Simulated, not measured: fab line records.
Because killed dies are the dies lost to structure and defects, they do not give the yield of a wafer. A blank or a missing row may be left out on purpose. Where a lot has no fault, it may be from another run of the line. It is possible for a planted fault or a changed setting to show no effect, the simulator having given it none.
Check for tools in common :: flow gf180mcu :: Sampled: 13 lots, 39 wafers

## THE REASON FOR OPENING IT
At GF_VT_IMPLANT_RS_MEAS_48 the reading LVPWELL_RS is flagged on 2 of 13 lots. No-fault wafers: 1197 ohm/sq, standard deviation 3.4.
Rule: a lot is flagged when every wafer of it that has a number lies more than 4 standard deviations from that mean, or none has a number. The other lots count as sound.

lot: L569
measured: day 7 19:15
on: filmMetro-02
LVPWELL_RS (ohm/sq), wafer by wafer: 1195 1196 1196
flag: 

lot: L572
measured: day 8 17:23
on: filmMetro-01
LVPWELL_RS (ohm/sq), wafer by wafer: 1201 1200 1198
flag: 

lot: L575
measured: day 9 12:01
on: filmMetro-02
LVPWELL_RS (ohm/sq), wafer by wafer: 1201 1199 1199
flag: 

lot: L576
measured: day 9 19:30
on: filmMetro-02
LVPWELL_RS (ohm/sq), wafer by wafer: 1196 1194 1197
flag: 

lot: L577
measured: day 10 00:37
on: filmMetro-03
LVPWELL_RS (ohm/sq), wafer by wafer: 1200 1202 1199
flag: 

lot: L578
measured: day 10 12:13
on: filmMetro-02
LVPWELL_RS (ohm/sq), wafer by wafer: 1198 1192 1198
flag: 

lot: L579
measured: day 10 14:57
on: filmMetro-01
LVPWELL_RS (ohm/sq), wafer by wafer: 1202 1199 1203
flag: 

lot: L580
measured: day 11 01:57
on: filmMetro-03
LVPWELL_RS (ohm/sq), wafer by wafer: 1194 1194 1193
flag: 

lot: L584
measured: day 12 04:38
on: filmMetro-02
LVPWELL_RS (ohm/sq), wafer by wafer: 1190 1195 1194
flag: 

lot: L585
measured: day 12 09:05
on: filmMetro-02
LVPWELL_RS (ohm/sq), wafer by wafer: 1198 1204 1198
flag: 

lot: L587
measured: day 12 23:56
on: filmMetro-03
LVPWELL_RS (ohm/sq), wafer by wafer: 1250 1249 1250
flag: FLAGGED

lot: L589
measured: day 13 10:29
on: filmMetro-03
LVPWELL_RS (ohm/sq), wafer by wafer: 1242 1242 1244
flag: FLAGGED

lot: L591
measured: day 14 01:36
on: filmMetro-02
LVPWELL_RS (ohm/sq), wafer by wafer: 1192 1194 1194
flag: 
The numbers of the flagged lots are 1246 ohm/sq on average: +49 ohm/sq against the usual, or +14 standard deviations.

## EACH LOT AND THE TOOL IT RAN ON
The record holds 1 process step before the reading, out of a route of 602 steps. Read each cell as the tool, then ch plus the chambers that the sampled wafers visited, then the start.
lot: L569
flag: 
GF_LVPWELL_IMPLANT_09: implanter-04 ch 0, day 4 01:38

lot: L572
flag: 
GF_LVPWELL_IMPLANT_09: implanter-02 ch 0, day 4 19:05

lot: L575
flag: 
GF_LVPWELL_IMPLANT_09: implanter-01 ch 0, day 5 11:20

lot: L576
flag: 
GF_LVPWELL_IMPLANT_09: implanter-04 ch 0, day 5 17:24

lot: L577
flag: 
GF_LVPWELL_IMPLANT_09: implanter-04 ch 0, day 5 22:17

lot: L578
flag: 
GF_LVPWELL_IMPLANT_09: implanter-02 ch 0, day 6 06:52

lot: L579
flag: 
GF_LVPWELL_IMPLANT_09: implanter-02 ch 0, day 6 10:33

lot: L580
flag: 
GF_LVPWELL_IMPLANT_09: implanter-01 ch 0, day 6 17:24

lot: L584
flag: 
GF_LVPWELL_IMPLANT_09: implanter-01 ch 0, day 7 16:18

lot: L585
flag: 
GF_LVPWELL_IMPLANT_09: implanter-01 ch 0, day 7 22:20

lot: L587
flag: FLAGGED
GF_LVPWELL_IMPLANT_09: implanter-04 ch 0, day 8 09:36

lot: L589
flag: FLAGGED
GF_LVPWELL_IMPLANT_09: implanter-04 ch 0, day 8 19:12

lot: L591
flag: 
GF_LVPWELL_IMPLANT_09: implanter-01 ch 0, day 9 07:56
What is done by these steps:
- GF_LVPWELL_IMPLANT_09
- GF_VT_IMPLANT_RS_MEAS_48: measures by four-point-probe.

## FLAGGED OVER TOTAL, TOOL BY TOOL (the gauges that took the reading come last)
step: GF_LVPWELL_IMPLANT_09
tool: implanter-01
lots run: 5
flagged: 0
share of the flagged lots: none
sound lots run after its first flagged lot: -

step: GF_LVPWELL_IMPLANT_09
tool: implanter-02
lots run: 3
flagged: 0
share of the flagged lots: none
sound lots run after its first flagged lot: -

step: GF_LVPWELL_IMPLANT_09
tool: implanter-04
lots run: 5
flagged: 2
share of the flagged lots: all
sound lots run after its first flagged lot: 0

step: GF_VT_IMPLANT_RS_MEAS_48
tool: filmMetro-01
lots run: 2
flagged: 0
share of the flagged lots: none
sound lots run after its first flagged lot: -

step: GF_VT_IMPLANT_RS_MEAS_48
tool: filmMetro-02
lots run: 7
flagged: 0
share of the flagged lots: none
sound lots run after its first flagged lot: -

step: GF_VT_IMPLANT_RS_MEAS_48
tool: filmMetro-03
lots run: 4
flagged: 2
share of the flagged lots: all
sound lots run after its first flagged lot: 0

## WHAT IS ALLOWED BY THE TABLE
implanter-04 at GF_LVPWELL_IMPLANT_09 and filmMetro-03 at GF_VT_IMPLANT_RS_MEAS_48 are the 2 rows of the table that ran each flagged lot.
- implanter-04 at GF_LVPWELL_IMPLANT_09 ran 5 lots, 2 of them flagged. It ran its last sound lot, L577, at day 5 22:17 and its first flagged lot, L587, at day 8 09:36: a fault with its onset between the two fits. Its own readings (doseIonsCm2, faradayCurrentUA) fall more than 4 standard deviations out on all wafers of the flagged lots.
- filmMetro-03 at GF_VT_IMPLANT_RS_MEAS_48 ran 4 lots, 2 of them flagged. It ran its last sound lot, L580, at day 11 01:57 and its first flagged lot, L587, at day 12 23:56: a fault with its onset between the two fits.
A lot count leaves these 2 tools indistinguishable: every one of them fits a fault beginning at some hour. More lots, or a look at what each step does to the wafer, might.

## WHAT THE SIMULATOR HAD INSERTED
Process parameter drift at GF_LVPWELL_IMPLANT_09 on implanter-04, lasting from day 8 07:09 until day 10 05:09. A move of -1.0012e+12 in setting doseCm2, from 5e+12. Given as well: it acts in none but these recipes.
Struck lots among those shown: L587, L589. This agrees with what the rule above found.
